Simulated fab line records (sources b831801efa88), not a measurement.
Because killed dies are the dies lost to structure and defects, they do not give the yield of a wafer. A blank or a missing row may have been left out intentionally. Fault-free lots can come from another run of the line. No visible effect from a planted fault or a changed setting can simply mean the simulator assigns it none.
Matching of chambers | flow gf180mcu | pecvd-03 running GF_SAB_CVD_00: 3 sister chambers
The step deposits SiO2 from TEOS, target thk 50 nm, time 4.9302 s. 6 wafers are shown with their chamber, then 7 later ones without.

EACH WAFER AND ITS CHAMBER
wafer  | chamber | heaterPowerW (W)
L533.2 | 2       | 918
L547.1 | 0       | 523
L547.3 | 2       | 911
L547.4 | 1       | 652
L548.1 | 1       | 663
L548.2 | 0       | 565

WAFERS WITH NO CHAMBER GIVEN
wafer  | heaterPowerW (W)
L548.6 | 582
L550.2 | 566
L550.3 | 947
L550.5 | 934
L552.2 | 574
L552.4 | 491
L552.6 | 593

CHAMBER TAKEN BY EACH
wafer  | from the rows above     | in truth
L548.6 | 0                       | 0
L550.2 | 0                       | 0
L550.3 | 2                       | 2
L550.5 | 2                       | 2
L552.2 | 0                       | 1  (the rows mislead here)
L552.4 | 0                       | 0
L552.6 | can't be placed: 0 or 1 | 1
5 of 7 placed correctly. Can't be placed from these rows: 1 (the true chamber is among the candidates in 1). 1 placed wrongly.
How it was worked out, from the rows above alone: a wafer's distance from a chamber is the root of the sum, over the readings, of the square of ((its reading less the chamber's mean) divided by the reading's scatter). The wafer belongs to the nearest chamber; if the next one is less than 2 further off, it can't be placed. A chamber's mean is the mean of its shown wafers. The scatter: take each reading less its chamber's mean, square it, sum over the shown wafers, divide by the number of wafers less the number of chambers, and take the root.
